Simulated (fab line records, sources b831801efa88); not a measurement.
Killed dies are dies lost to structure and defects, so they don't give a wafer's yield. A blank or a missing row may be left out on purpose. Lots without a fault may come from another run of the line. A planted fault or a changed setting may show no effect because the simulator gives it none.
Which tool did it? | flow gf180mcu | 12 lots, 36 wafers sampled, at 4 steps of a route of 602

WHAT THE GAUGES READ, wafer by wafer
GF_V1_BOW_MEAS_05.
lot  | measured     | on            | V1_BOW (um)
L110 | day 17 06:40 | film_metro-03 | 81 79 76
L111 | day 17 19:44 | film_metro-02 | 86 89 84
L113 | day 18 09:10 | film_metro-04 | 89 81 84
L115 | day 19 00:50 | film_metro-04 | 95 82 83
L116 | day 19 17:36 | film_metro-03 | 80 81 103
L118 | day 20 18:53 | film_metro-03 | 78 83 62
L119 | day 21 02:46 | film_metro-02 | 103 94 91
L126 | day 23 09:27 | film_metro-02 | 80 84 81
L129 | day 24 09:19 | film_metro-02 | 79 76 90
L131 | day 25 01:51 | film_metro-03 | 78 80 91
L132 | day 25 08:26 | film_metro-04 | 85 88 87
L133 | day 25 13:56 | film_metro-04 | 84 74 85

GF_V1_CD_MEAS_14: target cd 260 nm.
lot  | measured     | on        | cd_nm (nm)
L110 | day 18 06:17 | cd_sem-01 | 258.6 257.8 258.6
L111 | day 18 19:40 | cd_sem-02 | 262.7 261.2 262.1
L113 | day 19 09:23 | cd_sem-02 | 260.2 260.8 259.6
L115 | day 20 01:21 | cd_sem-01 | 261.9 262.3 260.4
L116 | day 20 18:23 | cd_sem-02 | 263.2 262.4 261.8
L118 | day 21 18:15 | cd_sem-02 | 262.3 262.3 261.1
L119 | day 22 02:33 | cd_sem-02 | 258.5 259.5 258.4
L126 | day 24 08:21 | cd_sem-02 | 240.1 240.7 241.4
L129 | day 25 05:53 | cd_sem-02 | 242.2 244.1 243.9
L131 | day 25 23:24 | cd_sem-01 | 261.3 260.6 259.1
L132 | day 26 06:25 | cd_sem-01 | 262.6 262.6 263.2
L133 | day 26 11:30 | cd_sem-01 | 258.9 260.2 259.9

WHICH TOOL RAN EACH LOT (tool, then ch and the chambers of the sampled wafers, then the start)
lot  | GF_M1_SPUTTER_04             | GF_V1_SOFTBAKE_10
L110 | pvd_sputter-02, day 16 06:12 | litho_track-01 ch 0, day 17 18:00
L111 | pvd_sputter-01, day 16 19:31 | litho_track-03 ch 0, day 18 07:00
L113 | pvd_sputter-02, day 17 07:43 | litho_track-01 ch 0, day 18 21:00
L115 | pvd_sputter-02, day 18 00:04 | litho_track-03 ch 0, day 19 12:00
L116 | pvd_sputter-01, day 18 16:01 | litho_track-03 ch 0, day 20 06:00
L118 | pvd_sputter-01, day 19 16:28 | litho_track-02 ch 0, day 21 06:00
L119 | pvd_sputter-03, day 20 00:50 | litho_track-01 ch 0, day 21 14:00
L126 | pvd_sputter-01, day 22 08:26 | litho_track-03 ch 0, day 23 20:00
L129 | pvd_sputter-02, day 23 09:25 | litho_track-03 ch 0, day 24 19:00
L131 | pvd_sputter-03, day 23 23:44 | litho_track-02 ch 0, day 25 11:00
L132 | pvd_sputter-01, day 24 11:49 | litho_track-02 ch 0, day 25 20:00
L133 | pvd_sputter-02, day 24 15:13 | litho_track-02 ch 0, day 26 01:00
- GF_M1_SPUTTER_04: material TiN, target thk 50 nm, time 41.7 s.
- GF_V1_SOFTBAKE_10: time 60 s.

WHAT THE TOOLS THEMSELVES READ (means of the sampled wafers that have a number; where no wafer has one, the mark that the record gives instead)
GF_M1_SPUTTER_04.
lot  | tool           | cathode_dc_power_W (W) | throttle_valve_pct (%)
L110 | pvd_sputter-02 | 6499.5                 | 30.7
L111 | pvd_sputter-01 | 6500.8                 | 29.8
L113 | pvd_sputter-02 | 6499.5                 | 31.3
L115 | pvd_sputter-02 | 6498.9                 | 29.2
L116 | pvd_sputter-01 | 6499.7                 | 29.7
L118 | pvd_sputter-01 | 6498.6                 | 28.1
L119 | pvd_sputter-03 | 6500.5                 | 29.8
L126 | pvd_sputter-01 | 6500.8                 | 29.0
L129 | pvd_sputter-02 | 6500.5                 | 31.0
L131 | pvd_sputter-03 | 6499.9                 | 30.1
L132 | pvd_sputter-01 | 6500.5                 | 29.5
L133 | pvd_sputter-02 | 6498.8                 | 31.0

GF_V1_SOFTBAKE_10.
lot  | tool           | heater_power_total_W (W) | run_length_s (s)
L110 | litho_track-01 | 93.02                    | 88.76
L111 | litho_track-03 | 93.04                    | 89.25
L113 | litho_track-01 | 93.07                    | 88.87
L115 | litho_track-03 | 93.04                    | 89.38
L116 | litho_track-03 | 93.03                    | 89.20
L118 | litho_track-02 | 93.08                    | 89.11
L119 | litho_track-01 | 93.03                    | 88.90
L126 | litho_track-03 | 129.79                   | 49.73
L129 | litho_track-03 | 129.87                   | 49.78
L131 | litho_track-02 | 93.05                    | 89.24
L132 | litho_track-02 | 93.02                    | 89.09
L133 | litho_track-02 | 93.05                    | 89.21

THE ANSWER, worked out from the rows above alone
Rule: what is usual is taken from the lots themselves. Put in order of their means at a reading, lots are off if they are a third of the lots or fewer, leave a main group of 4 or more, and stand apart from it by a gap of 3 or more times the standard deviation of the main group's means; of several such gaps the widest counts. A main group whose means are all the same, to the digits that the tables above print for the reading, isn't used. A lot without any number at a reading at which 4 lots or more have one is off too. The other lots that the step has rows for count as sound. The gauges are gone through in route order, then the tools' own readings, and for those a lot's mean is taken as printed above. The first step at which some lot is off is used, and at that step the reading that is off furthest; a lot without a number counts as furthest.
Off: L126, L129, at GF_V1_CD_MEAS_14 (cd_nm). The main group: mean 260.8 nm, standard deviation 1.5.
A tool fits if, at a process step before that reading, it ran every lot that is off, and no sound lot after the first of them. The gauges at GF_V1_CD_MEAS_14 aren't tried: what is off there is off at GF_V1_SOFTBAKE_10 too, on other tools, and a gauge's error can't cause that. One fits: litho_track-03 at GF_V1_SOFTBAKE_10. Its last sound lot is L116 (day 20 06:00), its first lot that is off L126 (day 23 20:00): a fault that began between those two fits.
The tool's own readings at GF_V1_SOFTBAKE_10 bear it out: on the lots that are off they differ by more than 5 times the standard deviation of the sound lots' means. heater_power_total_W reads 129.83 W there against 93.04 W on the sound lots; run_length_s reads 49.75 s there against 89.10 s on the sound lots.

WHAT THE SIMULATOR HAD PUT IN
Process parameter drift: litho_track-03, from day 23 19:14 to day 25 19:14, at GF_V1_SOFTBAKE_10. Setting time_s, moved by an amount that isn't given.
Lots struck among those shown: L126, L129. The rule above found the same.
